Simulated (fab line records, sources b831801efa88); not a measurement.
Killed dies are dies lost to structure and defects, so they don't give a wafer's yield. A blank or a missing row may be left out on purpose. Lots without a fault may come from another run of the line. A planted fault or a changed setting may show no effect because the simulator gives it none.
Which tool did it? | flow gf180mcu | 10 lots, 30 wafers sampled, at 5 steps of a route of 602

WHAT THE GAUGES READ, wafer by wafer
GF_VT_IMPLANT_TW_MEAS_21.
lot  | measured     | on            | VT_IMPLANT_2_TW
L677 | day 6 16:46  | film_metro-02 | 1213 1226 1221
L678 | day 6 17:22  | film_metro-03 | 1216 1213 1218
L679 | day 7 00:20  | film_metro-02 | 1219 1209 1209
L680 | day 7 07:20  | film_metro-04 | 1231 1245 1234
L681 | day 7 11:30  | film_metro-04 | 1232 1238 1233
L687 | day 8 23:22  | film_metro-04 | 1135 1135 1136
L690 | day 9 21:01  | film_metro-02 | 1109 1110 1114
L692 | day 10 04:22 | film_metro-02 | 1227 1220 1221
L695 | day 10 22:55 | film_metro-03 | 1212 1214 1211
L700 | day 12 08:16 | film_metro-04 | 1244 1236 1238

GF_HV_LDD_THK_MEAS_57.
lot  | measured     | on            | HV_LDD_CVD_56_THK (nm)
L677 | day 12 23:54 | film_metro-01 | 90.1 90.6 89.7
L678 | day 13 02:32 | film_metro-04 | 91.1 91.7 90.9
L679 | day 13 14:11 | film_metro-01 | 90.6 89.8 90.7
L680 | day 13 19:41 | film_metro-04 | 90.0 90.7 89.8
L681 | day 14 00:27 | film_metro-04 | 91.4 91.2 90.9
L687 | day 16 02:50 | film_metro-01 | 89.7 90.2 88.9
L690 | day 17 03:30 | film_metro-01 | 91.1 90.5 89.9
L692 | day 17 11:59 | film_metro-01 | 89.2 89.5 89.3
L695 | day 18 12:22 | film_metro-02 | 89.8 90.7 90.7
L700 | day 20 06:10 | film_metro-01 | 90.2 90.4 90.9

GF_NSD_OVL_MEAS_08.
lot  | measured     | on         | NSD_OVL (nm)
L677 | day 13 20:14 | overlay-02 | -1.9 -2.3 -2.8
L678 | day 13 22:26 | overlay-02 | -1.5 -0.1 1.6
L679 | day 14 10:07 | overlay-02 | -1.5 -1.1 -3.6
L680 | day 14 15:57 | overlay-02 | -2.6 0.4 1.5
L681 | day 14 20:54 | overlay-01 | 0.0 -1.7 -1.2
L687 | day 17 01:05 | overlay-02 | -1.4 -0.7 -0.5
L690 | day 18 02:29 | overlay-01 | -1.7 -1.7 0.7
L692 | day 18 11:57 | overlay-01 | 1.3 -1.7 0.7
L695 | day 19 11:59 | overlay-01 | 1.0 -2.1 -2.2
L700 | day 21 06:23 | overlay-01 | -1.7 -0.6 0.4

WHICH TOOL RAN EACH LOT (tool, then ch and the chambers of the sampled wafers, then the start)
lot  | GF_MVSD_STRIP_10                    | GF_VT_IMPLANT_IMPLANT_19
L677 | plasma_asher-04 ch 0,1, day 4 20:21 | implanter-01 ch 0, day 6 16:33
L678 | plasma_asher-03 ch 0,1, day 4 20:24 | implanter-04 ch 0, day 6 17:07
L679 | plasma_asher-02 ch 0,1, day 5 03:57 | implanter-04 ch 0, day 7 00:05
L680 | plasma_asher-02 ch 0,1, day 5 09:54 | implanter-04 ch 0, day 7 07:07
L681 | plasma_asher-02 ch 0,1, day 5 13:23 | implanter-04 ch 0, day 7 11:15
L687 | plasma_asher-04 ch 0,1, day 6 22:32 | implanter-01 ch 0, day 8 23:08
L690 | plasma_asher-03 ch 0,1, day 7 18:01 | implanter-01 ch 0, day 9 20:46
L692 | plasma_asher-04 ch 0,1, day 8 00:43 | implanter-04 ch 0, day 10 04:07
L695 | plasma_asher-04 ch 0,1, day 8 17:57 | implanter-02 ch 0, day 10 22:40
L700 | plasma_asher-03 ch 0,1, day 9 23:47 | implanter-04 ch 0, day 12 08:01
- GF_MVSD_STRIP_10: strips in O2/N2.
- GF_VT_IMPLANT_IMPLANT_19

WHAT THE TOOLS THEMSELVES READ (means of the sampled wafers that have a number; where no wafer has one, the mark that the record gives instead)
GF_MVSD_STRIP_10.
lot  | tool            | drypump_motor_current_A (A) | heater_power_w (W) | oes_product_au (a.u.) | strip_time_to_endpoint_s (s)
L677 | plasma_asher-04 | 6.1                         | 338                | 0.723                 | 37.17
L678 | plasma_asher-03 | 6.0                         | 330                | 0.727                 | 37.10
L679 | plasma_asher-02 | 4.8                         | 350                | 0.724                 | 37.09
L680 | plasma_asher-02 | 4.8                         | 354                | 0.716                 | 37.02
L681 | plasma_asher-02 | 4.8                         | 353                | 0.724                 | 36.96
L687 | plasma_asher-04 | 5.8                         | 331                | 0.720                 | 37.01
L690 | plasma_asher-03 | 5.7                         | 320                | 0.723                 | 36.97
L692 | plasma_asher-04 | 6.1                         | 336                | 0.723                 | 37.09
L695 | plasma_asher-04 | 6.2                         | 339                | 0.726                 | 37.02
L700 | plasma_asher-03 | 6.0                         | 314                | 0.725                 | 37.00

GF_VT_IMPLANT_IMPLANT_19.
lot  | tool         | dose_ions_cm2 | end_station_pressure_torr (Torr) | faraday_current_uA
L677 | implanter-01 | 4.349e+12     | 5.10e-06                         | 24.4
L678 | implanter-04 | 4.354e+12     | 5.19e-06                         | 24.9
L679 | implanter-04 | 4.351e+12     | 5.11e-06                         | 24.2
L680 | implanter-04 | 4.357e+12     | 4.96e-06                         | 24.5
L681 | implanter-04 | 4.351e+12     | 5.13e-06                         | 25.2
L687 | implanter-01 | 3.302e+12     | 5.05e-06                         | 18.8
L690 | implanter-01 | 3.300e+12     | 5.15e-06                         | 18.6
L692 | implanter-04 | 4.352e+12     | 5.26e-06                         | 25.1
L695 | implanter-02 | 4.353e+12     | 5.13e-06                         | 24.3
L700 | implanter-04 | 4.352e+12     | 4.94e-06                         | 25.0

THE ANSWER, worked out from the rows above alone
Rule: what is usual is taken from the lots themselves. Put in order of their means at a reading, lots are off if they are a third of the lots or fewer, leave a main group of 4 or more, and stand apart from it by a gap of 3 or more times the standard deviation of the main group's means; of several such gaps the widest counts. A main group whose means are all the same, to the digits that the tables above print for the reading, isn't used. A lot without any number at a reading at which 4 lots or more have one is off too. The other lots that the step has rows for count as sound. The gauges are gone through in route order, then the tools' own readings, and for those a lot's mean is taken as printed above. The first step at which some lot is off is used, and at that step the reading that is off furthest; a lot without a number counts as furthest.
Off: L687, L690, at GF_VT_IMPLANT_TW_MEAS_21 (VT_IMPLANT_2_TW). The main group: mean 1224, standard deviation 10.
A tool fits if, at a process step before that reading, it ran every lot that is off, and no sound lot after the first of them. The gauges at GF_VT_IMPLANT_TW_MEAS_21 aren't tried: what is off there is off at GF_VT_IMPLANT_IMPLANT_19 too, on other tools, and a gauge's error can't cause that. One fits: implanter-01 at GF_VT_IMPLANT_IMPLANT_19. Its last sound lot is L677 (day 6 16:33), its first lot that is off L687 (day 8 23:08): a fault that began between those two fits.
The tool's own readings at GF_VT_IMPLANT_IMPLANT_19 bear it out: on the lots that are off they differ by more than 5 times the standard deviation of the sound lots' means. dose_ions_cm2 reads 3.301e+12 there against 4.352e+12 on the sound lots; faraday_current_uA reads 18.7 there against 24.7 on the sound lots.

WHAT THE SIMULATOR HAD PUT IN
Process parameter drift: implanter-01, from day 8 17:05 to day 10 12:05, at GF_VT_IMPLANT_IMPLANT_19. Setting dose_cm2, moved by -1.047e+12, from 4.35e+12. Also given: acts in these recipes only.
Lots struck among those shown: L687, L690. The rule above found the same.
